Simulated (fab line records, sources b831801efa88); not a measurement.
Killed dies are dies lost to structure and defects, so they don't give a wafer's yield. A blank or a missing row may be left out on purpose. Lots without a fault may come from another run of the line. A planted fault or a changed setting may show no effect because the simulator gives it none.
Split-lot experiment | flow sfq_line | 5 lots, 23 wafers read, on a route of 325 steps

THE SPLIT
At SFQ_TRILAYER_I2_VIA_LITHO_COAT_067 (resist thk 650 nm), the setting spin_rpm was moved away from the recipe's 3000 rpm on 7 of the 23 wafers read, by -6.6% to +3.7%. The other wafers ran this setting at the recipe's value.

The file shows no step between the split and the reading.

THE READING
KrF_of_TRILAYER_I2_VIA_LITHO_COAT_067.thk_nm (the simulator's own value, which no gauge read), in nm, at SFQ_TRILAYER_I2_VIA_BARC_OPEN_VIA_ETCH_096 (etches BARC in O2, target depth 125 nm, time 41.7 s). The file gives no usual value for it. The 16 wafers here that ran the recipe average 573.1 nm, standard deviation 3.2 nm.

wafer  | tool, chamber at the split | spin_rpm as run, rpm | against the recipe | KrF_of_TRILAYER_I2_VIA_LITHO_COAT_067.thk_nm, nm | against lot-mates on the recipe
L074.4 | litho_track-02, 0          | 3000                 | recipe             | 569.9                                            | -
L074.5 | litho_track-02, 0          | 3000                 | recipe             | 573.2                                            | -
L074.6 | litho_track-02, 0          | 3000                 | recipe             | 570.8                                            | -
L076.1 | litho_track-03, 0          | 3000                 | recipe             | 575.2                                            | -
L076.2 | litho_track-03, 0          | 3000                 | recipe             | 570.6                                            | -
L076.3 | litho_track-03, 0          | 3111                 | +3.7%              | 562.1                                            | -10.8
L076.4 | litho_track-03, 0          | 3111                 | +3.7%              | 557.1                                            | -15.8
L076.6 | litho_track-03, 0          | 3111                 | +3.7%              | 556.2                                            | -16.7
L080.1 | litho_track-01, 0          | 2862                 | -4.6%              | 594                                              | +17.7
L080.2 | litho_track-01, 0          | 3000                 | recipe             | 579.7                                            | -
L080.4 | litho_track-01, 0          | 2862                 | -4.6%              | 596.4                                            | +20.1
L080.5 | litho_track-01, 0          | 3000                 | recipe             | 572.6                                            | -
L080.6 | litho_track-01, 0          | 3000                 | recipe             | 576.5                                            | -
L084.2 | litho_track-02, 0          | 3000                 | recipe             | 574.3                                            | -
L084.3 | litho_track-02, 0          | 3000                 | recipe             | 576.2                                            | -
L084.4 | litho_track-02, 0          | 2803                 | -6.6%              | 598.3                                            | +22.0
L084.5 | litho_track-02, 0          | 3000                 | recipe             | 578.4                                            | -
L084.6 | litho_track-02, 0          | 2803                 | -6.6%              | 602                                              | +25.7
L085.1 | litho_track-03, 0          | 3000                 | recipe             | 571.8                                            | -
L085.2 | litho_track-03, 0          | 3000                 | recipe             | 570.7                                            | -
L085.3 | litho_track-03, 0          | 3000                 | recipe             | 568.8                                            | -
L085.5 | litho_track-03, 0          | 3000                 | recipe             | 569.1                                            | -
L085.6 | litho_track-03, 0          | 3000                 | recipe             | 572.6                                            | -

THE FIT
A straight line over all 23 wafers: KrF_of_TRILAYER_I2_VIA_LITHO_COAT_067.thk_nm changes by -4.23 nm for each +1% of spin_rpm; r = -0.97; the points scatter about the line by 3.2 nm.
The same after taking each lot's own level away (the mean of its wafers on the recipe; 23 wafers): -3.82 nm for each +1%; r = -0.98; scatter 2.2 nm.
On that fit, the largest move of spin_rpm shifts the reading by 25 nm.
The lots' own levels span 570.60 to 576.30 nm, that is 1.8 times the standard deviation above.
So the lot-to-lot level changes the slope: the two fits differ.
Check: with one of the wafers moved furthest among these (-6.6%) left out of the fit, the line predicts +26.2 nm for it against its lot-mates. It came out at +22 nm against them.

OTHER SPLITS ON THESE WAFERS
These wafers also went through other splits before the reading. Each is held against what the fit with the lots' levels taken away leaves over:
other split on the same wafers                    | wafers away from the commonest value | r with KrF_of_TRILAYER_I2_VIA_LITHO_COAT_067.thk_nm (lot level and that fit taken away)
SFQ_TRILAYER_I1_VIA_BARC_OPEN_VIA_ETCH_071 time_s | 6                                    | +0.15
SFQ_TRILAYER_M2_LITHO_COAT_057 spin_rpm           | 5                                    | +0.12
SFQ_TRILAYER_I2_DEP_PECVD_063 time_s              | 5                                    | +0.21

THE WHOLE CHAIN: every reading that the file lists as answering this split, in the file's order
step                                       | what it does                                        | reading                                                                                       | change (the file's fit)              | r (the file's)
SFQ_TRILAYER_I2_VIA_LITHO_COAT_067         | resist thk 650 nm                                   | KrF_of_TRILAYER_I2_VIA_LITHO_COAT_067.thk_nm (the simulator's own value, which no gauge read) | -3.52 nm for each +1% of the setting | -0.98
SFQ_TRILAYER_I2_VIA_BARC_OPEN_VIA_ETCH_096 | etches BARC in O2, target depth 125 nm, time 41.7 s | KrF_of_TRILAYER_I2_VIA_LITHO_COAT_067.thk_nm (the simulator's own value, which no gauge read) | -3.81 nm for each +1% of the setting | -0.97

THE FILE'S OWN FIT
KrF_of_TRILAYER_I2_VIA_LITHO_COAT_067.thk_nm changes by -3.81 nm for each +1% of spin_rpm, r = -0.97.
